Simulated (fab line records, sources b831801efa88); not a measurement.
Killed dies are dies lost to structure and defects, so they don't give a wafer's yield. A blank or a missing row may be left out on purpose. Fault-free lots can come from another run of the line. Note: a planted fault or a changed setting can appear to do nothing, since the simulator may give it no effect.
Which of the tools did it? :: flow sky130 :: 24 lots, 72 wafers sampled, at 4 steps of a route of 708

WHAT EACH GAUGE READ, for each wafer
SKY_METAL2_OVL_MEAS_16. Usual: METAL2_OVL -2 nm, standard deviation 7.1.
lot: L074
measured: day 35 13:50
on: overlay-02
METAL2_OVL (nm): -13 -20 -21
flag: 

lot: L075
measured: day 35 15:05
on: overlay-01
METAL2_OVL (nm): -7 -1 3
flag: 

lot: L076
measured: day 35 21:08
on: overlay-01
METAL2_OVL (nm): -8 -5 -4
flag: 

lot: L077
measured: day 36 07:40
on: overlay-01
METAL2_OVL (nm): -2 -8 -4
flag: 

lot: L078
measured: day 36 18:56
on: overlay-01
METAL2_OVL (nm): 3 -3 7
flag: 

lot: L079
measured: day 36 23:55
on: overlay-01
METAL2_OVL (nm): 5 3 7
flag: 

lot: L080
measured: day 37 00:16
on: overlay-01
METAL2_OVL (nm): -6 -2 -2
flag: 

lot: L081
measured: day 37 10:01
on: overlay-01
METAL2_OVL (nm): -1 -3 -4
flag: 

lot: L082
measured: day 37 19:59
on: overlay-01
METAL2_OVL (nm): -8 4 -2
flag: 

lot: L083
measured: day 38 02:26
on: overlay-02
METAL2_OVL (nm): -3 -15 -10
flag: 

lot: L084
measured: day 38 08:39
on: overlay-02
METAL2_OVL (nm): -2 3 0
flag: 

lot: L085
measured: day 38 13:29
on: overlay-02
METAL2_OVL (nm): -8 0 10
flag: 

lot: L086
measured: day 38 19:35
on: overlay-01
METAL2_OVL (nm): -9 -7 -6
flag: 

lot: L089
measured: day 40 11:08
on: overlay-01
METAL2_OVL (nm): 6 10 13
flag: 

lot: L087
measured: day 40 12:55
on: overlay-01
METAL2_OVL (nm): -6 -8 -8
flag: 

lot: L088
measured: day 40 13:17
on: overlay-01
METAL2_OVL (nm): -4 1 -5
flag: 

lot: L090
measured: day 40 13:38
on: overlay-02
METAL2_OVL (nm): 4 3 3
flag: 

lot: L091
measured: day 40 14:35
on: overlay-02
METAL2_OVL (nm): -1 -5 -4
flag: 

lot: L092
measured: day 40 16:32
on: overlay-02
METAL2_OVL (nm): 0 -5 4
flag: 

lot: L093
measured: day 40 20:44
on: overlay-01
METAL2_OVL (nm): 5 6 3
flag: 

lot: L094
measured: day 41 00:47
on: overlay-01
METAL2_OVL (nm): 13 13 8
flag: 

lot: L095
measured: day 41 17:02
on: overlay-02
METAL2_OVL (nm): -4 -7 -3
flag: 

lot: L096
measured: day 41 23:24
on: overlay-01
METAL2_OVL (nm): 4 -6 4
flag: 

lot: L097
measured: day 42 06:59
on: overlay-01
METAL2_OVL (nm): -5 -11 -2
flag: 

SKY_VIA2_BOW_MEAS_03. Usual: VIA2_BOW 87 um, standard deviation 6.9.
lot: L074
measured: day 35 15:08
on: film_metro-02
VIA2_BOW (um): 87 91 96
flag: 

lot: L075
measured: day 35 16:23
on: film_metro-01
VIA2_BOW (um): 99 82 93
flag: 

lot: L076
measured: day 35 22:26
on: film_metro-01
VIA2_BOW (um): 88 100 92
flag: 

lot: L077
measured: day 36 09:04
on: film_metro-04
VIA2_BOW (um): 84 71 81
flag: 

lot: L078
measured: day 36 20:16
on: film_metro-02
VIA2_BOW (um): 87 82 93
flag: 

lot: L079
measured: day 37 01:14
on: film_metro-01
VIA2_BOW (um): 91 95 78
flag: 

lot: L080
measured: day 37 01:35
on: film_metro-04
VIA2_BOW (um): 89 89 85
flag: 

lot: L081
measured: day 37 11:28
on: film_metro-04
VIA2_BOW (um): 84 90 93
flag: 

lot: L082
measured: day 37 21:19
on: film_metro-02
VIA2_BOW (um): 94 94 88
flag: 

lot: L083
measured: day 38 04:02
on: film_metro-04
VIA2_BOW (um): 88 75 94
flag: 

lot: L084
measured: day 38 09:59
on: film_metro-04
VIA2_BOW (um): 71 91 80
flag: 

lot: L085
measured: day 38 14:49
on: film_metro-04
VIA2_BOW (um): 92 93 76
flag: 

lot: L086
measured: day 38 20:53
on: film_metro-01
VIA2_BOW (um): 88 71 90
flag: 

lot: L089
measured: day 40 12:27
on: film_metro-04
VIA2_BOW (um): 90 92 91
flag: 

lot: L087
measured: day 40 14:13
on: film_metro-01
VIA2_BOW (um): 87 108 93
flag: 

lot: L088
measured: day 40 14:36
on: film_metro-01
VIA2_BOW (um): 74 84 89
flag: 

lot: L090
measured: day 40 14:56
on: film_metro-02
VIA2_BOW (um): 83 92 86
flag: 

lot: L091
measured: day 40 16:01
on: film_metro-01
VIA2_BOW (um): 80 84 80
flag: 

lot: L092
measured: day 40 17:55
on: film_metro-04
VIA2_BOW (um): 88 77 90
flag: 

lot: L093
measured: day 40 22:02
on: film_metro-01
VIA2_BOW (um): 78 92 89
flag: 

lot: L094
measured: day 41 02:07
on: film_metro-04
VIA2_BOW (um): 92 98 98
flag: 

lot: L095
measured: day 41 18:55
on: film_metro-02
VIA2_BOW (um): 81 80 83
flag: 

lot: L096
measured: day 42 00:45
on: film_metro-02
VIA2_BOW (um): 90 86 88
flag: 

lot: L097
measured: day 42 08:17
on: film_metro-01
VIA2_BOW (um): 86 68 85
flag: 

SKY_VIA3_THK_MEAS_23: measures by xrf. Usual: VIA3_W_THK 402 nm, standard deviation 10.
lot: L074
measured: day 40 01:11
on: film_metro-01
VIA3_W_THK (nm): 404 395 419
flag: 

lot: L075
measured: day 40 03:01
on: film_metro-03
VIA3_W_THK (nm): 397 397 392
flag: 

lot: L076
measured: day 40 08:28
on: film_metro-03
VIA3_W_THK (nm): 401 396 393
flag: 

lot: L077
measured: day 40 19:35
on: film_metro-03
VIA3_W_THK (nm): 395 394 398
flag: 

lot: L078
measured: day 41 05:35
on: film_metro-02
VIA3_W_THK (nm): 419 424 405
flag: 

lot: L079
measured: day 41 10:10
on: film_metro-03
VIA3_W_THK (nm): 401 399 391
flag: 

lot: L080
measured: day 41 10:59
on: film_metro-03
VIA3_W_THK (nm): 420 400 399
flag: 

lot: L081
measured: day 41 21:25
on: film_metro-01
VIA3_W_THK (nm): 399 399 398
flag: 

lot: L082
measured: day 42 03:04
on: film_metro-02
VIA3_W_THK (nm): 421 424 397
flag: 

lot: L083
measured: day 42 12:53
on: film_metro-02
VIA3_W_THK (nm): 391 392 387
flag: 

lot: L084
measured: day 42 17:59
on: film_metro-01
VIA3_W_THK (nm): 420 412 399
flag: 

lot: L085
measured: day 42 22:19
on: film_metro-03
VIA3_W_THK (nm): 397 396 410
flag: 

lot: L086
measured: day 43 04:22
on: film_metro-02
VIA3_W_THK (nm): 418 401 398
flag: 

lot: L089
measured: day 44 16:37
on: film_metro-03
VIA3_W_THK (nm): 393 394 397
flag: 

lot: L087
measured: day 44 19:38
on: film_metro-02
VIA3_W_THK (nm): 386 400 398
flag: 

lot: L088
measured: day 44 20:14
on: film_metro-03
VIA3_W_THK (nm): 406 420 406
flag: 

lot: L090
measured: day 44 20:31
on: film_metro-01
VIA3_W_THK (nm): 394 405 395
flag: 

lot: L091
measured: day 44 21:43
on: film_metro-01
VIA3_W_THK (nm): 420 403 405
flag: 

lot: L092
measured: day 44 22:28
on: film_metro-01
VIA3_W_THK (nm): 404 421 423
flag: 

lot: L093
measured: day 44 23:54
on: film_metro-03
VIA3_W_THK (nm): 408 390 399
flag: 

lot: L094
measured: day 45 03:46
on: film_metro-02
VIA3_W_THK (nm): 394 383 394
flag: 

lot: L095
measured: day 45 21:55
on: film_metro-02
VIA3_W_THK (nm): 388 402 404
flag: 

lot: L096
measured: day 46 00:43
on: film_metro-02
VIA3_W_THK (nm): 403 399 393
flag: 

lot: L097
measured: day 46 07:25
on: film_metro-02
VIA3_W_THK (nm): 399 413 401
flag: 

WHICH TOOL RAN EACH LOT (tool, then ch and the chambers of the sampled wafers, then the start)
lot: L074
SKY_CONTACT_ETCH_17: rie_diel-04 ch 1,2,3, day 31 16:22

lot: L075
SKY_CONTACT_ETCH_17: rie_diel-03 ch 0,1, day 32 00:59

lot: L076
SKY_CONTACT_ETCH_17: rie_diel-02 ch 1,3, day 32 08:52

lot: L077
SKY_CONTACT_ETCH_17: rie_diel-02 ch 0,1,3, day 32 20:46

lot: L078
SKY_CONTACT_ETCH_17: rie_diel-03 ch 1,2, day 33 07:26

lot: L079
SKY_CONTACT_ETCH_17: rie_diel-03 ch 0,1,2, day 33 10:53

lot: L080
SKY_CONTACT_ETCH_17: rie_diel-03 ch 0,2,3, day 33 11:35

lot: L081
SKY_CONTACT_ETCH_17: rie_diel-03 ch 1,2, day 33 22:01

lot: L082
SKY_CONTACT_ETCH_17: rie_diel-03 ch 0,1,2, day 34 08:49

lot: L083
SKY_CONTACT_ETCH_17: rie_diel-02 ch 1,2,3, day 34 14:34

lot: L084
SKY_CONTACT_ETCH_17: rie_diel-03 ch 0,1,2, day 34 20:56

lot: L085
SKY_CONTACT_ETCH_17: rie_diel-02 ch 1,2, day 35 03:01

lot: L086
SKY_CONTACT_ETCH_17: rie_diel-03 ch 1,2,3, day 35 08:40

lot: L089
SKY_CONTACT_ETCH_17: rie_diel-02 ch 0,3, day 37 02:58

lot: L087
SKY_CONTACT_ETCH_17: rie_diel-02 ch 2,3, day 37 04:20

lot: L088
SKY_CONTACT_ETCH_17: rie_diel-04 ch 0,2,3, day 37 04:49

lot: L090
SKY_CONTACT_ETCH_17: rie_diel-03 ch 1,2, day 37 05:02

lot: L091
SKY_CONTACT_ETCH_17: rie_diel-04 ch 0,1,3, day 37 05:34

lot: L092
SKY_CONTACT_ETCH_17: rie_diel-02 ch 1,2, day 37 08:17

lot: L093
SKY_CONTACT_ETCH_17: rie_diel-04 ch 0,1,3, day 37 13:10

lot: L094
SKY_CONTACT_ETCH_17: rie_diel-04 ch 0,3, day 37 18:53

lot: L095
SKY_CONTACT_ETCH_17: rie_diel-03 ch 0,3, day 38 09:13

lot: L096
SKY_CONTACT_ETCH_17: rie_diel-03 ch 0,3, day 38 15:43

lot: L097
SKY_CONTACT_ETCH_17: rie_diel-03 ch 1,2,3, day 39 00:35
- SKY_CONTACT_ETCH_17: etches SiO2 in C4F8/O2/Ar, stops on Si3N4, target depth 340 nm.

WHAT THE TOOLS THEMSELVES READ (means of the sampled wafers that have a number; where no wafer has one, the mark that the record gives instead)
SKY_CONTACT_ETCH_17. Usual: oes_product_au 0.891 a.u., standard deviation 0.0044.
lot: L074
tool: rie_diel-04
oes_product_au (a.u.): 0.887
flag: 

lot: L075
tool: rie_diel-03
oes_product_au (a.u.): 0.890
flag: 

lot: L076
tool: rie_diel-02
oes_product_au (a.u.): 0.891
flag: 

lot: L077
tool: rie_diel-02
oes_product_au (a.u.): 0.890
flag: 

lot: L078
tool: rie_diel-03
oes_product_au (a.u.): 0.893
flag: 

lot: L079
tool: rie_diel-03
oes_product_au (a.u.): 0.889
flag: 

lot: L080
tool: rie_diel-03
oes_product_au (a.u.): 0.892
flag: 

lot: L081
tool: rie_diel-03
oes_product_au (a.u.): 0.893
flag: 

lot: L082
tool: rie_diel-03
oes_product_au (a.u.): 0.891
flag: 

lot: L083
tool: rie_diel-02
oes_product_au (a.u.): 0.892
flag: 

lot: L084
tool: rie_diel-03
oes_product_au (a.u.): 0.890
flag: 

lot: L085
tool: rie_diel-02
oes_product_au (a.u.): 0.887
flag: 

lot: L086
tool: rie_diel-03
oes_product_au (a.u.): 0.889
flag: 

lot: L089
tool: rie_diel-02
oes_product_au (a.u.): 0.892
flag: 

lot: L087
tool: rie_diel-02
oes_product_au (a.u.): 0.891
flag: 

lot: L088
tool: rie_diel-04
oes_product_au (a.u.): 0.891
flag: 

lot: L090
tool: rie_diel-03
oes_product_au (a.u.): 0.889
flag: 

lot: L091
tool: rie_diel-04
oes_product_au (a.u.): 0.888
flag: 

lot: L092
tool: rie_diel-02
oes_product_au (a.u.): 0.893
flag: 

lot: L093
tool: rie_diel-04
oes_product_au (a.u.): 0.891
flag: 

lot: L094
tool: rie_diel-04
oes_product_au (a.u.): 0.890
flag: 

lot: L095
tool: rie_diel-03
oes_product_au (a.u.): 0.888
flag: 

lot: L096
tool: rie_diel-03
oes_product_au (a.u.): 0.889
flag: 

lot: L097
tool: rie_diel-03
oes_product_au (a.u.): 0.889
flag: 

THE ANSWER, worked out from the rows above alone
Rule: lot off if the mean of its wafers having a number is beyond 3 standard deviations from the usual mean. A lot without any number at a reading at which 4 lots or more have one is off too. Any other lot the step has rows for is counted as sound. First the gauges in route order, then the tools' own readings, where a lot's mean is used as printed above. At the first step where some lot is off, the reading lying furthest off is the one used; lots without a number count as furthest.
Across all readings shown, no lot is off: no conclusion can be drawn from this.

WHAT HAD BEEN PUT IN BY THE SIMULATOR
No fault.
